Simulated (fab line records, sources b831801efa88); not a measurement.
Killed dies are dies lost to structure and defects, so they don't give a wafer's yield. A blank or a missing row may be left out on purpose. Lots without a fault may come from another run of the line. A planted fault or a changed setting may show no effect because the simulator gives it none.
Which tool did it? | flow gf180mcu | 7 lots, 21 wafers sampled, at 2 steps of a route of 602

WHAT THE GAUGES READ, wafer by wafer
GF_V5_RS_MEAS_24: measures by four-point-probe.
lot  | measured     | on            | V5_W_RS (ohm/sq)
L208 | day 27 23:59 | film_metro-01 | 0.334 0.335 0.330
L210 | day 28 07:20 | film_metro-04 | 0.326 0.330 0.326
L212 | day 28 23:59 | film_metro-04 | 0.328 0.333 0.332
L215 | day 29 23:38 | film_metro-04 | 0.328 0.330 0.328
L216 | day 30 08:52 | film_metro-01 | 0.333 0.333 0.330
L220 | day 31 07:10 | film_metro-04 | 0.331 0.329 0.330
L223 | day 32 00:59 | film_metro-01 | 0.328 0.326 0.332

WHICH TOOL RAN EACH LOT (tool, then ch and the chambers of the sampled wafers, then the start)
lot  | GF_V5_STRIP_18
L208 | plasma_asher-01 ch 0,1, day 27 23:13
L210 | plasma_asher-02 ch 0,1, day 28 06:34
L212 | plasma_asher-02 ch 0,1, day 28 23:12
L215 | plasma_asher-03 ch 0,1, day 29 22:53
L216 | plasma_asher-01 ch 0,1, day 30 08:07
L220 | plasma_asher-01 ch 0,1, day 31 06:24
L223 | plasma_asher-02 ch 0,1, day 32 00:13
- GF_V5_STRIP_18: strips in O2/N2.

THE ANSWER, worked out from the rows above alone
Rule: what is usual is taken from the lots themselves. Put in order of their means at a reading, lots are off if they are a third of the lots or fewer, leave a main group of 4 or more, and stand apart from it by a gap of 3 or more times the standard deviation of the main group's means; of several such gaps the widest counts. A main group whose means are all the same, to the digits that the tables above print for the reading, isn't used. A lot without any number at a reading at which 4 lots or more have one is off too. The other lots that the step has rows for count as sound.
No lot is off at any reading shown: from this, nothing can be told.

WHAT THE SIMULATOR HAD PUT IN
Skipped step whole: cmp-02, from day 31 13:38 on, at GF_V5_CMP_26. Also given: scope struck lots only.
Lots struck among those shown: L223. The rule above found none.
